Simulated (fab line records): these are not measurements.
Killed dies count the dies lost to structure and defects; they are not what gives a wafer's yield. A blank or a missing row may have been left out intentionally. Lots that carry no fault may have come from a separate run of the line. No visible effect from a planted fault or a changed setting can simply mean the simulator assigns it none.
Chamber matching ; flow sky130 ; cmp-02 running SKY_VIA2_CMP_24: 4 sister chambers
The step polishes, stops on SiO2, t overpolish 20 s, target thk 0 nm. 14 wafers are shown with their chamber, then 7 later ones without.

## WAFERS WITH THEIR CHAMBER
wafer;chamber;motorCurrentA (A);timeToEndpointS (s);overpolishRunS (s)
L638.2;1;11.6;101;19.998
L638.3;2;11.8;108;19.999
L638.4;3;10.8;108;20.014
L642.1;1;11.7;99;20.009
L642.5;1;11.5;102;20.011
L642.6;0;10.5;97;19.999
L647.2;0;10.6;101;20.004
L647.4;3;11.5;105;19.986
L647.5;3;11.7;105;19.994
L648.1;1;11.8;100;20.008
L648.2;3;11.2;100;19.996
L648.5;0;10.1;99;20.003
L651.4;3;10.6;100;19.994
L651.5;3;11.5;101;19.996

SIGNATURES (averages over the wafers above)
reading;chamber 0;chamber 1;chamber 2;chamber 3;scatter within a chamber
motorCurrentA;10.400;11.650;11.800;11.217;0.337
timeToEndpointS;99.00;100.50;108.00;103.17;2.6
overpolishRunS;20.00200;20.00650;19.99900;19.99667;0.00738
Rule: distance of a wafer from a chamber = root of the sum over the readings of ((wafer's reading minus chamber's mean) / reading's scatter) squared. If the next closest chamber is less than 2 further off than the closest, the wafer can't be placed; otherwise it belongs to the closest. The scatter is the square root of a quotient: the sum, over the shown wafers, of each reading's squared deviation from its chamber's mean, divided by wafers minus chambers.

## WAFERS WITHOUT THEIR CHAMBER
wafer;motorCurrentA (A);timeToEndpointS (s);overpolishRunS (s)
L651.6;11.5;103;20.000
L656.4;10.1;97;19.990
L656.5;10.8;100;19.995
L656.6;11.1;95;19.994
L659.1;11.0;94;19.998
L659.4;11.6;104;20.000
L659.5;11.2;98;19.994

## THE CHAMBER EACH PASSED THROUGH
wafer;from the rows above;in truth
L651.6;can't be placed: 3 or 1 or 2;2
L656.4;0;0
L656.5;can't be placed: 0 or 3 or 1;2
L656.6;can't be placed: 0 or 1 or 3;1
L659.1;can't be placed: 0 or 1 or 3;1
L659.4;can't be placed: 3 or 1 or 2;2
L659.5;can't be placed: 3 or 1 or 0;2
Correctly placed: 1 of 7. Unplaceable from these rows: 6, with the true chamber sitting among the candidates in 4. Placed wrongly: 0.
